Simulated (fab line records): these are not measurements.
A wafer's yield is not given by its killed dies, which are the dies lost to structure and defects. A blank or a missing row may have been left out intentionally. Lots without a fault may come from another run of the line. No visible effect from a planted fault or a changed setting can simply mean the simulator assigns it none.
A lot that was struck, set against a sound lot | flow sky130 | 42 steps out of a route of 708
Sound: the wafers L294.1, L294.3, L294.6. Wafers L301.1, L301.2, L301.5 were the ones struck. The cause is given at the end.
Each step with rows lists, per side, the tool, then ch with its chambers, then its first start. Under that, the readings that differ: sound wafers | struck wafers | difference of the means | sigmas: that difference in standard deviations of wafers without a fault.
alike: a reading whose means differ by less than 2 such deviations, as well as words and numbers matching on both sides. not compared: withheld readings; readings where some wafer has no value; bounds like >300 that might hide an equal value; numbers whose values overlap and for which the record gives no deviation.
A row with sigmas, a row that says differs or no value, or rows on one side alone: a step with any of these is where the two part. Non-overlapping numbers with no deviation appear without sigmas and do not part them. A reading that every wafer of one side lacks parts them only if that side has two wafers or more.

first, 5 steps without rows for these wafers: SKY_GATE_OXIDE_COAT_05 (resist thk 1140 nm); SKY_GATE_OXIDE_SOFTBAKE_06 (time 60 s); SKY_GATE_OXIDE_EXPOSE_07 (exposes mask LVOM, target cd 600 nm); SKY_GATE_OXIDE_PEB_08; SKY_GATE_OXIDE_DEVELOP_09 (develop time 60 s).
SKY_GATE_OXIDE_OVL_MEAS_10:
  sound on overlay-02, day 15 15:44; struck on overlay-02, day 17 01:32
  alike: GATE_OXIDE_OVL
then, 2 steps without rows for these wafers: SKY_GATE_OXIDE_IMPLANT_11; SKY_GATE_OXIDE_WET_ETCH_12 (etches SiO2 in dHF, target depth 16.8 nm, time 336 s).
SKY_GATE_OXIDE_STRIP_13: strips in O2/N2.
  sound on plasma-asher-02 ch 0,1, day 15 16:01; struck on plasma-asher-03 ch 0,1, day 17 01:49
  alike: drypump-motor-current-A, oes-product-au, strip-time-to-endpoint-s
  not compared: rf-hours-counter-h
SKY_GATE_OXIDE_TW_MEAS_14:
  sound on film-metro-01, day 15 16:07; struck on film-metro-01, day 17 01:55
  alike: GATE_OXIDE_TW
then, 2 steps without rows for these wafers: SKY_GATE_OXIDE_CLEAN_15 (cleans in SC1/SC2, time 150 s); SKY_GATE_OXIDE_OXIDATION_16 (stabilise 600 s, purge 300 s, target thk 3.57 nm).
SKY_POLY_GATE_CVD_00: deposits poly-Si, target thk 180 nm, time 720 s.
  sound on lpcvd-01 ch 0, day 15 19:35; struck on lpcvd-01 ch 1, day 17 04:04
  reading                                       | sound                | struck               | difference | sigmas
  susceptor-temp-C (C)                          | 619.90 620.49 619.91 | 622.49 622.35 622.63 | +2.39      | +8
  model.poly-Si_of_POLY_GATE_CVD_00.thk-nm (nm) | 180.9 182.1 180.3    | 190.6 191.5 192.3    | +10.4      |
SKY_POLY_GATE_THK_MEAS_01:
  sound on film-metro-02, day 15 20:47; struck on film-metro-04, day 17 05:16
  reading                   | sound             | struck            | difference | sigmas
  POLY_GATE_CVD_00_THK (nm) | 180.9 182.3 180.3 | 190.6 191.5 192.4 | +10.3      | +6
then, 8 steps without rows for these wafers: SKY_RES_PROTECT_DEHYDRATE_00 (time 60 s); SKY_RES_PROTECT_HMDS_01 (prime time 60 s); SKY_RES_PROTECT_COAT_02 (resist thk 1140 nm); SKY_RES_PROTECT_SOFTBAKE_03 (time 60 s); SKY_RES_PROTECT_EXPOSE_04 (exposes mask RPM, target cd 1270 nm); SKY_RES_PROTECT_PEB_05; SKY_RES_PROTECT_DEVELOP_06 (develop time 60 s); SKY_POLY_GATE_IMPLANT_02.
SKY_RES_PROTECT_STRIP_07: strips in O2/N2.
  sound on plasma-asher-02 ch 0,1, day 17 01:34; struck on plasma-asher-03 ch 0,1, day 18 10:52
  reading                      | sound             | struck            | difference | sigmas
  strip-time-to-endpoint-s (s) | 23.24 23.16 23.17 | 23.35 23.33 23.34 | +0.15      | +3
  alike: drypump-motor-current-A, oes-product-au
  not compared: rf-hours-counter-h
SKY_RES_PROTECT_TW_MEAS_08:
  sound on film-metro-03, day 17 01:40; struck on film-metro-01, day 18 10:58
  alike: POLY_GATE_TW
SKY_RES_PROTECT_CLEAN_09: cleans in SC1/SC2, time 150 s.
  sound on wet-bench-03 ch 3, day 17 01:44; struck on wet-bench-03 ch 2, day 18 11:02
  reading                                       | sound             | struck          | difference | sigmas
  model.poly-Si_of_POLY_GATE_CVD_00.thk-nm (nm) | 180.3 181.5 179.7 | 190 190.9 191.6 | +10        |
then, 1 step without rows for these wafers: SKY_POLY_GATE_CVD_03 (deposits Si3N4 from DCS/NH3, target thk 75 nm, time 1290 s).
SKY_POLY_GATE_THK_MEAS_04:
  sound on film-metro-02, day 17 04:32; struck on film-metro-02, day 18 12:26
  alike: POLY_GATE_CVD_03_THK
then, 8 steps without rows for these wafers: SKY_POLY_GATE_DEHYDRATE_05 (time 60 s); SKY_POLY_GATE_HMDS_06 (prime time 60 s); SKY_POLY_GATE_COAT_07 (resist thk 110 nm); SKY_POLY_GATE_COAT_08 (resist thk 450 nm); SKY_POLY_GATE_SOFTBAKE_09 (time 90 s); SKY_POLY_GATE_EXPOSE_10 (exposes mask P1M, target cd 150 nm); SKY_POLY_GATE_PEB_11; SKY_POLY_GATE_DEVELOP_12 (develop time 60 s).
SKY_POLY_GATE_CD_MEAS_13 targets a cd of 150 nm.
  sound on cd-sem-01, day 18 09:49; struck on cd-sem-02, day 19 19:35
  alike: cd-nm
SKY_POLY_GATE_OVL_MEAS_14:
  sound on overlay-02, day 18 09:56; struck on overlay-02, day 19 19:42
  alike: POLY_GATE_OVL
SKY_POLY_GATE_ETCH_15: etches BARC in N2/H2, stops on SiO2, time 118.5 s, target depth 110 nm.
  sound on rie-diel-02 ch 1,2,3, day 18 09:58; struck on rie-diel-01 ch 1,2,3, day 19 19:44
  alike: drypump-motor-current-A, oes-product-au, throttle-valve-pct
  not compared: rf-hours-counter-h
SKY_POLY_GATE_ETCH_16: etches Si3N4 in CH3F/O2, stops on poly-Si, time 147.5 s, target depth 75 nm.
  sound on rie-diel-02 ch 1,2,3, day 18 10:03; struck on rie-diel-01 ch 1,2,3, day 19 19:49
  reading               | sound             | struck            | difference | sigmas
  oes-product-au (a.u.) | 0.646 0.646 0.641 | 0.640 0.633 0.629 | -0.010     | -2
  alike: O2_flow_sccm, drypump-motor-current-A, throttle-valve-pct
  not compared: rf-hours-counter-h
SKY_POLY_GATE_ETCH_17: etches poly-Si in HBr/Cl2, stops on SiO2, target depth 180 nm, time 70.5 s.
  sound on rie-si-02 ch 0,3, day 18 10:09; struck on rie-si-02 ch 0,1,2, day 19 19:55
  alike: drypump-motor-current-A, oes-product-au, throttle-valve-pct
  not compared: rf-hours-counter-h, model.POLY_GATE.feature-depth-nm, model.etch.depth-nm
SKY_POLY_GATE_STRIP_18: strips in O2/N2.
  sound on plasma-asher-02 ch 0,1, day 18 10:13; struck on plasma-asher-01 ch 0,1, day 19 19:58
  alike: drypump-motor-current-A, oes-product-au, strip-time-to-endpoint-s
  not compared: rf-hours-counter-h
-- record jumps: 28 days separate the struck wafers' starts on either side; left off in module POLY_GATE, taken up again in module PAD_OPEN, whose first shown step is the route's number 708 --
SKY_PAD_OPEN_PROBE_99:
  sound on prober-02, day 47 01:01; struck on prober-01, day 47 21:57
  reading                             | sound             | struck            | difference | sigmas
  model.etest.res-high-po.line-ohm-um | 733.3 721.4 728.1 | 702.1 694.2 689.8 | -32.2      |
  model.etest.res-poly.line-ohm-um    | 493.1 488.4 491.6 | 482.6 477.5 482.7 | -10.1      |
  model.etest.res-high-po.rs-ohm-sq   | 258.1 255.3 257.9 | 247.2 245.4 244.5 | -11.4      |
  model.etest.res-poly.rs-ohm-sq      | 47.74 47.05 47.52 | 45.09 44.95 44.96 | -2.44      |
  not compared: model.etest.cap-li-to-poly.c-af-um2

== WHERE THEY PART ==
At SKY_POLY_GATE_CVD_00 first; at SKY_POLY_GATE_ETCH_16 last (within this record only). Later steps at which nothing parts them and some readings are alike: SKY_POLY_GATE_ETCH_17, SKY_POLY_GATE_STRIP_18.

WHY: what had been put in by the simulator
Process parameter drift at SKY_POLY_GATE_CVD_00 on lpcvd-01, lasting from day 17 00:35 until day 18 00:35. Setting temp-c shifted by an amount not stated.
